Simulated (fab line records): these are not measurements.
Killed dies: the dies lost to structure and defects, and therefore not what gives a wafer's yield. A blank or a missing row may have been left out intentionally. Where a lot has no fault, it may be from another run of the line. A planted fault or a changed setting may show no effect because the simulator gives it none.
Problem report, 8D (eight disciplines) form, completed by code || flow sky130 || the parts of the form that need people (team, actions taken, sign-off) are left out

1. PROBLEM STATEMENT
bias-w at SKY_METAL4_METAL_ETCH_18 reads a mean of 53.11 W on 2 wafers of 2 lots; wafers without a fault read 48.49 W with a standard deviation of 0.13. That puts it +35 standard deviations away from the usual mean.
The step: etches the open film in Cl2/BCl3, stops on SiO2, target depth 845 nm, time 183.1 s.
The first sign was on wafer L191.4 at day 45 18:08, on rie-metal-02. The record holds 30 wafers of 10 lots with a number at this step. By rule, "out" or "out of limits" means more than 4 standard deviations away from the usual mean. The rest of the wafers with a number are treated as sound.

2. WHAT IT IS, WHAT IT ISN'T
{"question": "which readings at this step", "is": "bias-w", "is not": "drypump-motor-current-A, mfc-cl2-sccm, throttle-valve-pct"}
{"question": "which lots", "is": "L191, L195", "is not": "L177, L178, L181, L183, L187, L189, L190, L199"}
{"question": "which wafers of those lots", "is": "L191.4, L195.1", "is not": "L191.1, L191.3, L195.3, L195.5"}
{"question": "read on which tools", "is": "rie-metal-02", "is not": "rie-metal-03, rie-metal-04"}
{"question": "when", "is": "from day 45 18:08", "is not": "up to then (23 sound wafers); but 5 sound wafers of L195, L199 came after"}

3. SUSPECTS, AND WHAT RULES EACH OUT
Counting: a tool at a process step up to the reading stays a suspect if it ran every lot that is out. Sound lots after the first of them don't rule it out here, since some wafers of a struck lot are sound.
- cmp-01 at SKY_VIA3_CMP_24 (polishes, stops on SiO2, t overpolish 20 s, target thk 0 nm): kept. Ran every lot that is out, first one L191 (day 43 20:27); last sound lot up to then L189 (day 43 08:31).
- pvd-sputter-02 at SKY_METAL4_SPUTTER_00 (material Ti, target thk 15 nm, time 10 s): kept. Ran every lot that is out, first one L191 (day 43 20:45); last sound lot up to then L190 (day 43 10:58).
- rie-metal-02 at SKY_METAL4_METAL_ETCH_18 (etches the open film in Cl2/BCl3, stops on SiO2, target depth 845 nm, time 183.1 s): kept. Ran every lot that is out, first one L191 (day 45 18:08); last sound lot up to then L190 (day 45 08:21). On those wafers its own readings are out: bias-w.
- Within rie-metal-02 at SKY_METAL4_METAL_ETCH_18: the wafers that are out ran in chamber 0; their sound lot-mates ran in chamber 1.
Left after counting: cmp-01 at SKY_VIA3_CMP_24, pvd-sputter-02 at SKY_METAL4_SPUTTER_00, rie-metal-02 at SKY_METAL4_METAL_ETCH_18.

4. THE CAUSE (what the simulator had put in)
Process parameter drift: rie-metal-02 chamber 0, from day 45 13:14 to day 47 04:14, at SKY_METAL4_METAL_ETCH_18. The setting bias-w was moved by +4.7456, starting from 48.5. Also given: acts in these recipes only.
Of the 3 suspects that counting leaves, this tool is one.

5. SEQUENCE OF EFFECTS, ordered by route
Rows list readings where the struck wafers' mean (over those with a number) sits beyond 3 standard deviations from the usual. Scope: only readings with a usual standard deviation given in the record; hours: median across lots of the time from each lot's start at the first step in this table that gives one to its start at this step; sigmas: change in usual standard deviations.
{"hours": 0, "step": "SKY_METAL4_METAL_ETCH_18", "reading": "bias-w", "usual": "48.49 W", "on struck wafers": 53.11, "change": "+4.62", "sigmas": "+35"}
{"hours": 0, "step": "SKY_METAL4_STRIP_19", "reading": "strip-time-to-endpoint-s", "usual": "6.48 s", "on struck wafers": 6.19, "change": -0.29, "sigmas": -4.1}
The process steps in it:
- SKY_METAL4_METAL_ETCH_18: etches the open film in Cl2/BCl3, stops on SiO2, target depth 845 nm, time 183.1 s.
- SKY_METAL4_STRIP_19: strips in O2/N2.

6. WHAT WOULD HAVE CAUGHT IT SOONER
In this record the first reading out of limits was taken at day 45 18:08, 5 hours after the fault began at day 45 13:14.
